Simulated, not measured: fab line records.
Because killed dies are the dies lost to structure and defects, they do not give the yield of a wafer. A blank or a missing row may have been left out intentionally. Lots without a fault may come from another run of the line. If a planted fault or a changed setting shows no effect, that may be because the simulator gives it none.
Problem report in the 8D (eight disciplines) form, filled by code + flow gf180mcu + the parts of the form that need people (team, actions taken, sign-off) are left out

== 1. WHAT IS WRONG ==
chamber-pressure-pa at GF_V1_SPUTTER_22 reads a mean of 3.973 Pa on 9 wafers of 3 lots; wafers without a fault read 5.000 Pa with a standard deviation of 0.01. So: -99 or more standard deviations from the usual mean.
The step: material TiN, target thk 10 nm, time 40 s.
Seen first at day 23 02:05 on pvd-sputter-02, wafer L793.2. Wafers with a number at this step in the record: 39, from 13 lots. Rule for "out", or "out of limits": more than 4 standard deviations from the usual mean. The other wafers with a number count as sound.

== 2. WHAT IT IS, AND WHAT IT ISN'T ==
| question                    | is                     | is not                                                              |
|-----------------------------|------------------------|---------------------------------------------------------------------|
| which readings at this step | chamber-pressure-pa    | -                                                                   |
| which lots                  | L793, L794, L795       | L781, L782, L783, L784, L786, L787, L788, L789, L790, L803          |
| which wafers of those lots  | all that have a number | -                                                                   |
| read on which tools         | pvd-sputter-02         | pvd-sputter-01, pvd-sputter-03                                      |
| when                        | from day 23 02:05      | up to then (27 sound wafers); but 3 sound wafers of L803 came after |

== 3. WHAT RULES OUT EACH SUSPECT ==
Counting: a tool stays on the suspect list if, at a process step up to the reading, it processed all lots that are out and no sound lot following the first of them.
- pvd-sputter-02 at GF_V1_SPUTTER_22 (material TiN, target thk 10 nm, time 40 s): kept. It ran every lot that is out, first L793 (day 23 02:05), and no sound lot after that; its last sound lot up to then is L790 (day 22 04:17). On those wafers its own readings are out: chamber-pressure-pa.
The count leaves pvd-sputter-02 at GF_V1_SPUTTER_22.

== 4. THE CAUSE (what the simulator had put in) ==
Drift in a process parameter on pvd-sputter-02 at GF_V1_SPUTTER_22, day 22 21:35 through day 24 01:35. Setting chamber-pressure-pa shifted by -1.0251 from 5. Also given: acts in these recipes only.
This tool alone remained once counting was done.

== 5. THE EFFECT CHAIN, in route order ==
Each row: a reading where the mean over the struck wafers with a number is more than 3 standard deviations away from the usual. Readings are gone through only where the record gives a usual standard deviation; hours: the median, over the lots, of the time from a lot's start at the first step in this table giving one to that lot's start at this step; sigmas: the change measured in usual standard deviations.
| hours | step             | reading             | usual    | on struck wafers | change | sigmas      |
|-------|------------------|---------------------|----------|------------------|--------|-------------|
| 0     | GF_V1_SPUTTER_22 | chamber-pressure-pa | 5.000 Pa | 3.973            | -1.027 | -99 or more |
| 0     | GF_V1_SPUTTER_22 | throttle-valve-pct  | 29.9 %   | 33.4             | +3.5   | +3.5        |
Here are the process steps it includes:
- GF_V1_SPUTTER_22: material TiN, target thk 10 nm, time 40 s.

== 6. WHAT WOULD HAVE CAUGHT IT SOONER ==
First out-of-limits reading in this record: day 23 02:05, which is 5 hours after fault onset at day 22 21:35.
